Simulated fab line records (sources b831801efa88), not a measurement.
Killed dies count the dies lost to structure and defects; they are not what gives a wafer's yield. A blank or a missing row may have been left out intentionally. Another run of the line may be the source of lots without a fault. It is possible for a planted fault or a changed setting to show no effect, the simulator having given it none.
fab line records -- flow sfq-line
record: lots: 5, wafers: 15, last-day: 96
route steps=325 shown I7@306 M8@311
lots that met no fault: from a run of the same line without faults
start-h: hours from the record's first day to the start of the lot's first wafer shown -- wait-h: hours from the lot's prior step to this one -- " as in the row above -- L1.1+2: one row covering several wafers at once -- - no value present, or no start provided -- * or withheld: withheld -- < > ~ a bound
route shown NAME@n: NAME is a module with steps in the file, n the number in the route of the first one -- usual: average and standard deviation across the fault-free wafers -- same: alike in all rows -- chamber/n: place in a boat -- sites: per-site readings -- _std_site: how widely they spread, as a standard deviation -- _edge_site: inner sites' mean taken away from outer sites' mean -- radius-mm: how far each site lies from the wafer's centre -- mask NAME#n: copy n -- behind: tool/chamber where the wafer was last shaped -- hold: reason for holding the lot/hours on hold/outcome of the hold -- device: which transistor (n, p or np) failed to switch -- end of line: at the end of the route, the tests of the same wafers -- for a step that has no rows: nothing shown but its recipe -- killed: the dies lost at the first sort to structure and to defects; this is not the yield of the wafer -- map: a wafer's dies, x killed, . not, _ none there
set.NAME: setting as actually run; set.NAME@STEP: the setting as run at that earlier step -- model.NAME: the simulator's own value behind a step, which no gauge read
lots at selected steps of the route; one table per step, one row per wafer
services: when a tool's chamber went out of use (start-h, in hours from the record's first day, below 0 if earlier), for how many hours, and the reason
== steps ==
step: SFQ_I7_OVL_MEAS_947
usual: I7_OVL: 1/5.4
lot.wafer,tool,chamber,start-h,wait-h,I7_OVL[nm]
L079.2,overlay-01,-,2081.04,0.1,7
L079.3,overlay-01,-,2081.04,0.1,4
L079.6,overlay-01,-,2081.04,0.1,5
L084.1,overlay-01,-,2110.84,0.1,-6
L084.2,overlay-01,-,2110.84,0.1,4
L084.4,overlay-01,-,2110.84,0.1,13
L087.1,overlay-01,-,2123.78,0.1,8
L087.2,overlay-01,-,2123.78,0.1,7
L087.6,overlay-01,-,2123.78,0.1,8
L092.2,overlay-01,-,2177.79,0.1,-3
L092.5,overlay-01,-,2177.79,0.1,-4
L092.6,overlay-01,-,2177.79,0.1,-6
L094.1,overlay-01,-,2221.43,0.1,1
L094.2,overlay-01,-,2221.43,0.1,-1
L094.6,overlay-01,-,2221.43,0.1,-4
step: SFQ_TRILAYER_I7_VIA_BARC_OPEN_VIA_ETCH_260
recipe: mask-material: PR, chemistry: O2, target-depth-nm: 125, target: BARC, source-w: 500, bias-w: 80, pressure-mtorr: 30, time-s: 41.7
usual: bias-w: 80.01/0.26, drypump-motor-current-A: 5.8/0.58, oes-product-au: 0.685/0.0045
lot.wafer,tool,chamber,start-h,wait-h,bias-w,drypump-motor-current-A,oes-product-au,rf-hours-counter-h
L079.2,rie-diel-03,3,2081.07,0.0,80.09,4.8,0.680,5
L079.3,rie-diel-03,1,2081.07,0.0,80.01,6.3,0.686,16
L079.6,rie-diel-03,2,2081.07,0.0,80.20,6.4,0.697,-
L084.1,rie-diel-04,2,2110.87,0.0,80.68,6.4,0.681,0
L084.2,rie-diel-04,3,2110.87,0.0,79.43,4.7,0.691,17
L084.4,rie-diel-04,0,2110.87,0.0,80.23,5.7,0.679,5
L087.1,rie-diel-04,3,2123.82,0.0,80.28,4.7,0.677,18
L087.2,rie-diel-04,1,2123.82,0.0,80.01,5.4,0.678,13
L087.6,rie-diel-04,1,2123.82,0.0,80.30,5.4,0.677,-
L092.2,rie-diel-04,3,2177.82,0.0,79.96,4.7,0.687,18
L092.5,rie-diel-04,2,2177.82,0.0,79.97,6.4,0.685,-
L092.6,rie-diel-04,3,2177.82,0.0,80.24,4.7,0.683,-
L094.1,rie-diel-04,0,2221.47,0.0,79.71,5.7,0.685,7
L094.2,rie-diel-04,1,2221.47,0.0,79.94,5.4,0.689,14
L094.6,rie-diel-04,1,2221.47,0.0,79.73,5.4,0.689,-
step: SFQ_TRILAYER_I7_VIA_ETCH_VIA_ETCH_190
recipe: target: SiO2, stop-on: Nb, mask-material: PR, taper-deg: 20, chemistry: CHF3, target-depth-nm: 260, source-w: 500, bias-w: 80, pressure-mtorr: 30, time-s: withheld
usual: bias-w: 80.02/0.25, drypump-motor-current-A: 5.8/0.58, oes-product-au: 0.853/0.0049
lot.wafer,tool,chamber,start-h,wait-h,bias-w,drypump-motor-current-A,oes-product-au
L079.2,rie-diel-03,3,2081.11,0.0,79.88,4.8,0.850
L079.3,rie-diel-03,1,2081.11,0.0,80.32,6.3,0.851
L079.6,rie-diel-03,2,2081.11,0.0,80.35,6.4,0.866
L084.1,rie-diel-04,2,2110.91,0.0,80.22,6.4,0.855
L084.2,rie-diel-04,3,2110.91,0.0,79.73,4.7,0.857
L084.4,rie-diel-04,0,2110.91,0.0,80.09,5.7,0.857
L087.1,rie-diel-04,3,2123.86,0.0,79.77,4.7,0.857
L087.2,rie-diel-04,1,2123.86,0.0,79.61,5.4,0.860
L087.6,rie-diel-04,1,2123.86,0.0,79.80,5.4,0.859
L092.2,rie-diel-04,3,2177.86,0.0,79.57,4.7,0.852
L092.5,rie-diel-04,2,2177.86,0.0,80.50,6.4,0.852
L092.6,rie-diel-04,3,2177.86,0.0,79.74,4.7,0.853
L094.1,rie-diel-04,0,2221.51,0.0,80.21,5.7,0.854
L094.2,rie-diel-04,1,2221.51,0.0,80.07,5.4,0.856
L094.6,rie-diel-04,1,2221.51,0.0,79.84,5.4,0.852
step: SFQ_TRILAYER_I7_VIA_STRIP_STRIP_191
recipe: gas: O2, power-w: 200, platen-temp-c: 40, overash-fraction: 0.65, chemistry: O2, pressure-mtorr: 50
usual: drypump-motor-current-A: 5.6/0.39, oes-product-au: 0.999/0.0068
lot.wafer,tool,chamber,start-h,wait-h,drypump-motor-current-A,oes-product-au,rf-hours-counter-h
L079.2,rie-metal-03,1,2081.23,-,4.9,0.996,132
L079.3,rie-metal-03,1,2081.23,-,4.8,0.992,-
L079.6,rie-metal-03,1,2081.23,-,4.8,1.009,-
L084.1,rie-metal-04,0,2111.02,-,5.6,1.005,42
L084.2,rie-metal-04,1,2111.02,-,6.2,0.995,105
L084.4,rie-metal-04,0,2111.02,-,5.5,0.991,-
L087.1,rie-metal-04,0,2123.97,-,5.5,1.005,45
L087.2,rie-metal-04,0,2123.97,-,5.6,0.999,-
L087.6,rie-metal-04,0,2123.97,-,5.5,1.007,-
L092.2,rie-metal-03,0,2177.97,-,5.6,0.981,86
L092.5,rie-metal-03,0,2177.97,-,5.6,0.993,-
L092.6,rie-metal-03,1,2177.97,-,4.8,0.995,-
L094.1,rie-metal-03,0,2221.62,-,5.6,0.995,91
L094.2,rie-metal-03,1,2221.62,-,4.8,0.996,12
L094.6,rie-metal-03,0,2221.62,-,5.6,1.000,-
step: SFQ_TRILAYER_I7_VIA_STRIP_SOLV_CLEAN_192
recipe: chemistry: NMP, temp-c: 70, time-s: 600
usual: temp-c: 69.99/0.12
lot.wafer,tool,chamber,start-h,wait-h,temp-c
L079.2,wet-bench-03,0,2081.83,0.4,70.00
L079.3,wet-bench-03,4,2081.83,0.4,70.29
L079.6,wet-bench-03,1,2081.83,0.4,69.91
L084.1,wet-bench-02,3,2112.02,0.8,69.99
L084.2,wet-bench-02,6,2112.02,0.8,69.94
L084.4,wet-bench-02,1,2112.02,0.8,69.99
L087.1,wet-bench-01,7,2125.17,1.0,70.02
L087.2,wet-bench-01,4,2125.17,1.0,70.07
L087.6,wet-bench-01,0,2125.17,1.0,70.09
L092.2,wet-bench-01,2,2178.57,0.4,70.04
L092.5,wet-bench-01,1,2178.57,0.4,69.85
L092.6,wet-bench-01,0,2178.57,0.4,70.19
L094.1,wet-bench-01,0,2222.22,0.4,70.02
L094.2,wet-bench-01,1,2222.22,0.4,69.99
L094.6,wet-bench-01,2,2222.22,0.4,69.97
step: SFQ_TRILAYER_M8_LITHO_LOR_COAT_197
recipe: resist: lift-off, spin-rpm: 3000
lot.wafer,tool,chamber,start-h,wait-h
L079.2+3+6,litho-track-04,0,2082.07,0.1
L084.1+2+4,litho-track-04,0,2112.20,0.0
L087.1+2+6,litho-track-02,0,2125.34,0.0
L092.2+5+6,litho-track-03,0,2178.80,0.1
L094.1+2+6,litho-track-03,0,2222.39,0.0
step: SFQ_TRILAYER_M8_LITHO_LOR_BAKE_198
recipe: resist: lift-off, temp-c: withheld, time-s: withheld
lot.wafer,tool,chamber,start-h,wait-h
L079.2+3+6,litho-track-04,0,2082.41,0.3
L084.1+2+4,litho-track-04,0,2112.50,0.2
L087.1+2+6,litho-track-02,0,2125.64,0.2
L092.2+5+6,litho-track-03,0,2179.14,0.3
L094.1+2+6,litho-track-03,0,2222.69,0.2
step: SFQ_TRILAYER_M8_LITHO_COAT_193
recipe: resist: KrF, spin-rpm: 3000, resist-thk-nm: 600
lot.wafer,tool,chamber,start-h,wait-h
L079.2+3+6,litho-track-04,0,-,-
L084.1+2+4,litho-track-04,0,-,-
L087.1+2+6,litho-track-02,0,-,-
L092.2+5+6,litho-track-03,0,-,-
L094.1+2+6,litho-track-03,0,-,-
step: SFQ_TRILAYER_M8_LITHO_SOFTBAKE_199
recipe: temp-c: withheld, time-s: withheld, resist: KrF
lot.wafer,tool,chamber,start-h,wait-h
L079.2+3+6,litho-track-04,0,-,-
L084.1+2+4,litho-track-04,0,-,-
L087.1+2+6,litho-track-02,0,-,-
L092.2+5+6,litho-track-03,0,-,-
L094.1+2+6,litho-track-03,0,-,-
step: SFQ_TRILAYER_M8_LITHO_EXPOSE_194
recipe: mask-id: M8, na: 0.6, source-shape: conventional, sigma-outer: 0.65, target-cd-nm: 2000, dose-mj: 14.4
lot.wafer,tool,chamber,start-h,wait-h,mask
L079.2+3+6,krf-scanner-02,0,2174.08,-,M8#0
L084.1+2+4,krf-scanner-01,0,2206.73,-,M8#0
L087.1+2+6,krf-scanner-01,0,2218.73,-,M8#0
L092.2+5+6,krf-scanner-01,0,2269.75,-,M8#0
L094.1+2+6,krf-scanner-02,0,2300.88,-,M8#0
step: SFQ_TRILAYER_M8_LITHO_PEB_196
recipe: peb-temp-c: 116, peb-time-s: 60, resist: KrF
lot.wafer,tool,chamber,start-h,wait-h
L079.2+3+6,litho-track-03,0,2175.11,0.8
L084.1+2+4,litho-track-03,0,2207.93,1.0
L087.1+2+6,litho-track-02,0,2219.93,1.0
L092.2+5+6,litho-track-04,0,2270.78,0.8
L094.1+2+6,litho-track-04,0,2302.08,1.0
step: SFQ_TRILAYER_M8_LITHO_DEVELOP_195
recipe: img-clear-s: 15, time-s: 55, resist: KrF
lot.wafer,tool,chamber,start-h,wait-h
L079.2+3+6,litho-track-03,0,2175.26,0.1
L084.1+2+4,litho-track-03,0,2208.08,0.1
L087.1+2+6,litho-track-02,0,2220.08,0.1
L092.2+5+6,litho-track-04,0,2270.93,0.1
L094.1+2+6,litho-track-04,0,2302.23,0.1
step: SFQ_M8_OVL_MEAS_948
usual: M8_OVL: -3/5.5
lot.wafer,tool,chamber,start-h,wait-h,M8_OVL[nm]
L079.2,overlay-01,-,2175.38,0.1,-2
L079.3,overlay-01,-,2175.38,0.1,3
L079.6,overlay-01,-,2175.38,0.1,1
L084.1,overlay-02,-,2208.22,0.1,-4
L084.2,overlay-02,-,2208.22,0.1,3
L084.4,overlay-02,-,2208.22,0.1,-3
L087.1,overlay-02,-,2220.22,0.1,-3
L087.2,overlay-02,-,2220.22,0.1,-7
L087.6,overlay-02,-,2220.22,0.1,-3
L092.2,overlay-02,-,2271.05,0.1,2
L092.5,overlay-02,-,2271.05,0.1,-6
L092.6,overlay-02,-,2271.05,0.1,-13
L094.1,overlay-01,-,2302.37,0.1,-9
L094.2,overlay-01,-,2302.37,0.1,-3
L094.6,overlay-01,-,2302.37,0.1,-9
step: SFQ_TRILAYER_M8_DEP_EVAP_197
recipe: material: Ti, angular-spread-deg: 1, target-thk-nm: 20, time-s: 100, power-w: 2000
lot.wafer,tool,chamber,start-h,wait-h
L079.2+3+6,pvd-sputter-02,-,2175.41,0.0
L084.1+2+4,pvd-sputter-02,-,2208.26,0.0
L087.1+2+6,pvd-sputter-01,-,2220.26,0.0
L092.2+5+6,pvd-sputter-01,-,2271.08,0.0
L094.1+2+6,pvd-sputter-01,-,2302.40,0.0
step: SFQ_TRILAYER_M8_DEP_EVAP_198
recipe: material: Pt, angular-spread-deg: 1, target-thk-nm: 50, time-s: 250, power-w: 2000
lot.wafer,tool,chamber,start-h,wait-h
L079.2+3+6,pvd-sputter-02,-,2175.48,0.0
L084.1+2+4,pvd-sputter-02,-,2208.33,0.0
L087.1+2+6,pvd-sputter-01,-,2220.34,0.0
L092.2+5+6,pvd-sputter-01,-,2271.15,0.0
L094.1+2+6,pvd-sputter-01,-,2302.48,0.0
step: SFQ_TRILAYER_M8_DEP_EVAP_196
recipe: material: Au, angular-spread-deg: 1, target-thk-nm: 180, time-s: 900, power-w: 2000
lot.wafer,tool,chamber,start-h,wait-h
L079.2+3+6,pvd-sputter-02,-,2175.64,0.1
L084.1+2+4,pvd-sputter-02,-,2208.49,0.1
L087.1+2+6,pvd-sputter-01,-,2220.51,0.1
L092.2+5+6,pvd-sputter-01,-,2271.31,0.1
L094.1+2+6,pvd-sputter-01,-,2302.63,0.1
step: SFQ_M8_RS_MEAS_949
recipe: thk-meas-gauge: four-point-probe, reads: Au_of_TRILAYER_M8_DEP_EVAP_196+Pt_of_TRILAYER_M8_DEP_EVAP_198+Ti_of_TRILAYER_M8_DEP_EVAP_197
usual: M8_AU_RS: 0.1534/0.0013
lot.wafer,tool,chamber,start-h,wait-h,M8_AU_RS[ohm/sq]
L079.2,film-metro-02,-,2176.18,0.3,0.1535
L079.3,film-metro-02,-,2176.18,0.3,0.1520
L079.6,film-metro-02,-,2176.18,0.3,0.1527
L084.1,film-metro-04,-,2209.00,0.3,0.1514
L084.2,film-metro-04,-,2209.00,0.3,0.1520
L084.4,film-metro-04,-,2209.00,0.3,0.1513
L087.1,film-metro-03,-,2221.10,0.3,0.1539
L087.2,film-metro-03,-,2221.10,0.3,0.1538
L087.6,film-metro-03,-,2221.10,0.3,0.1536
L092.2,film-metro-04,-,2271.84,0.3,0.1534
L092.5,film-metro-04,-,2271.84,0.3,0.1529
L092.6,film-metro-04,-,2271.84,0.3,0.1539
L094.1,film-metro-02,-,2303.15,0.3,0.1526
L094.2,film-metro-02,-,2303.15,0.3,0.1534
L094.6,film-metro-02,-,2303.15,0.3,0.1525
step: SFQ_M8_THK_MEAS_950
recipe: thk-meas-gauge: xrf, reads: Au_of_TRILAYER_M8_DEP_EVAP_196
usual: M8_AU_THK: 179.4/1.6
lot.wafer,tool,chamber,start-h,wait-h,M8_AU_THK[nm]
L079.2,film-metro-02,-,2176.29,0.1,179.6
L079.3,film-metro-02,-,2176.29,0.1,182.4
L079.6,film-metro-02,-,2176.29,0.1,180.2
L084.1,film-metro-04,-,2209.12,0.1,180.4
L084.2,film-metro-04,-,2209.12,0.1,179.6
L084.4,film-metro-04,-,2209.12,0.1,179.7
L087.1,film-metro-03,-,2221.22,0.1,180.0
L087.2,film-metro-03,-,2221.22,0.1,179.5
L087.6,film-metro-03,-,2221.22,0.1,180.8
L092.2,film-metro-04,-,2271.95,0.1,178.1
L092.5,film-metro-04,-,2271.95,0.1,178.4
L092.6,film-metro-04,-,2271.95,0.1,179.3
L094.1,film-metro-02,-,2303.27,0.1,180.2
L094.2,film-metro-02,-,2303.27,0.1,180.7
L094.6,film-metro-02,-,2303.27,0.1,180.6
step: SFQ_TRILAYER_M8_LIFTOFF_LIFTOFF_197
recipe: temp-c: 80, time-s: 600, chemistry: NMP
usual: temp-c: 79.99/0.12
lot.wafer,tool,chamber,start-h,wait-h,temp-c
L079.2,wet-bench-03,2,2176.34,0.0,79.94
L079.3,wet-bench-03,4,2176.34,0.0,79.94
L079.6,wet-bench-03,6,2176.34,0.0,80.04
L084.1,wet-bench-04,6,2209.18,0.1,80.06
L084.2,wet-bench-04,5,2209.18,0.1,79.74
L084.4,wet-bench-04,3,2209.18,0.1,79.87
L087.1,wet-bench-03,3,2221.28,0.1,80.05
L087.2,wet-bench-03,6,2221.28,0.1,80.17
L087.6,wet-bench-03,2,2221.28,0.1,80.09
L092.2,wet-bench-04,0,2272.00,0.0,79.93
L092.5,wet-bench-04,5,2272.00,0.0,79.99
L092.6,wet-bench-04,2,2272.00,0.0,80.09
L094.1,wet-bench-04,7,2303.33,0.1,80.04
L094.2,wet-bench-04,6,2303.33,0.1,79.82
L094.6,wet-bench-04,4,2303.33,0.1,79.96
step: SFQ_M8_BOW_MEAS_951
recipe: mode: bow
usual: M8_BOW: 9/12
lot.wafer,tool,chamber,start-h,wait-h,M8_BOW[um]
L079.2,film-metro-03,-,2176.53,0.0,2
L079.3,film-metro-03,-,2176.53,0.0,3
L079.6,film-metro-03,-,2176.53,0.0,7
L084.1,film-metro-03,-,2209.36,0.0,-4
L084.2,film-metro-03,-,2209.36,0.0,-11
L084.4,film-metro-03,-,2209.36,0.0,3
L087.1,film-metro-02,-,2221.45,0.0,2
L087.2,film-metro-02,-,2221.45,0.0,-9
L087.6,film-metro-02,-,2221.45,0.0,-6
L092.2,film-metro-03,-,2272.22,0.0,7
L092.5,film-metro-03,-,2272.22,0.0,-4
L092.6,film-metro-03,-,2272.22,0.0,0
L094.1,film-metro-04,-,2303.52,0.0,29
L094.2,film-metro-04,-,2303.52,0.0,17
L094.6,film-metro-04,-,2303.52,0.0,12
== services ==
tool,chamber,start-h,hours,kind
rie-diel-04,-,2060.26,14.6,pm
wet-bench-04,-,2067.09,5.6,repair
rie-diel-04,1,2084.84,8.1,repair
krf-scanner-01,-,2095.14,3.6,pm
krf-scanner-01,-,2110.69,4.6,repair
krf-scanner-01,-,2116.48,1.0,pm
krf-scanner-01,-,2125.88,1.3,pm
rie-metal-03,-,2134.41,0.9,repair
pvd-sputter-02,-,2165.97,4.1,repair
krf-scanner-01,-,2171.52,0.8,pm
krf-scanner-01,-,2175.59,0.8,pm
pvd-sputter-01,-,2181.91,9.1,repair
pvd-sputter-01,-,2198.13,11.2,repair
rie-diel-04,2,2205.68,3.9,repair
pvd-sputter-01,-,2207.64,2.2,repair
wet-bench-01,-,2217.94,1.9,pm
rie-diel-04,0,2227.27,3.7,repair
wet-bench-03,-,2238.69,1.2,repair
krf-scanner-01,-,2240.33,4.0,pm
wet-bench-03,-,2243.47,1.9,pm
pvd-sputter-02,-,2254.09,5.2,repair
rie-metal-03,-,2276.46,2.8,pm
krf-scanner-01,-,2285.15,1.0,pm
rie-diel-04,2,2289.48,5.3,repair
== key ==
fault none
